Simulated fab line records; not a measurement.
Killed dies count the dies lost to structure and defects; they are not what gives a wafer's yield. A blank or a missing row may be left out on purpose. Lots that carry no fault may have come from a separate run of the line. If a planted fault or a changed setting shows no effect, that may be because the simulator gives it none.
Code-filled problem report in 8D (eight disciplines) form ; flow gf180mcu ; the parts of the form that need people (team, actions taken, sign-off) are left out

1. THE ISSUE
Mean STI_CVD_03_THK at GF_STI_THK_MEAS_04: 219.0 nm over 6 wafers in 2 lots; fault-free wafers: 207.7 nm, standard deviation 1.8. Relative to the usual mean, that is a shift of +6.3 standard deviations.
First observed at day 3 10:34: wafer L870.1, on filmMetro-04. The record has a number at this step for 33 wafers belonging to 11 lots. By rule, "out" or "out of limits" means more than 4 standard deviations away from the usual mean. Any other wafer with a number is counted as sound.

2. WHAT IT IS AND WHAT IT IS NOT
question;is;is not
which readings at this step;STI_CVD_03_THK;-
which lots;L870, L871;L862, L864, L865, L867, L868, L869, L872, L881, L883
which wafers of those lots;all that have a number;-
read on which gauges;filmMetro-02, filmMetro-04;filmMetro-03
when;from day 3 10:34;"up to then (18 sound wafers); but 9 sound wafers of L872, L881, L883 came after"

3. WHAT RULES OUT EACH SUSPECT
Counting: any tool at a process step up to the reading is kept as a suspect provided that every lot that is out went through it and no sound lot did after the first of them.
- ruled out: the gauge at GF_STI_THK_MEAS_04. 2 gauges (filmMetro-02, filmMetro-04) read the wafers that are out.
- lpcvd-02 at GF_STI_CVD_03 (deposits Si3N4 from DCS/NH3, target thk 207.16 nm, time 3551 s): kept. All lots that are out passed through it, beginning with L870 at day 3 08:34, and no sound lot followed; its final sound lot before that point was L869 at day 3 04:11. Its own readings are out on those wafers: pressureMtorr.
After counting, what remains is lpcvd-02 at GF_STI_CVD_03.

4. THE CAUSE (what the simulator had put in)
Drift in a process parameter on lpcvd-02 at GF_STI_CVD_03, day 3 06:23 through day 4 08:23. A move of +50 in setting pressureMtorr, from 250. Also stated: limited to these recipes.
After counting, this tool was the only one left.

5. THE CHAIN OF EFFECTS, in route order
Each row: a reading where the mean over the struck wafers with a number is more than 3 standard deviations away from the usual. Readings are gone through only where the record gives a usual standard deviation; hours: the median, over the lots, of the time from a lot's start at the first step in this table giving one to that lot's start at this step; sigmas: the change measured in usual standard deviations.
hours;step;reading;usual;on struck wafers;change;sigmas
0;GF_STI_CVD_03;pressureMtorr;250.0 mTorr;299.8;+49.8;+91
2;GF_STI_THK_MEAS_04;STI_CVD_03_THK;207.7 nm;219.0;+11.3;+6.3
15;GF_STI_ETCH_13;oesProductAu;0.833 a.u.;0.858;+0.025;+4.3
Process steps it contains:
- GF_STI_CVD_03: deposits Si3N4 from DCS/NH3, target thk 207.16 nm, time 3551 s.
- GF_STI_ETCH_13: etches the open film in CHF3/O2, stops on Si, target depth 282.31 nm, time 112.9 s.
Later measuring or inspecting steps at which every struck wafer that the step has a row for has a number for every such reading, and none has moved that far: GF_CONTACT_THK_MEAS_03, GF_CONTACT_BOW_MEAS_05.

6. WHAT WOULD HAVE CAUGHT IT SOONER
Counted from the fault's start at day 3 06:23, it took 4 hours until the first out-of-limits reading at a measuring or inspecting step in this record, taken at day 3 10:34.
At GF_STI_CVD_03, the tool's own readings (pressureMtorr) were out on each struck wafer the step has a row for, so an alarm limit on them would have fired on the first such wafer.
L871, from the lots that are out (2), started GF_STI_CVD_03 on lpcvd-02 later than day 3 10:34. It would have been spared by a hold on the tool at that moment.
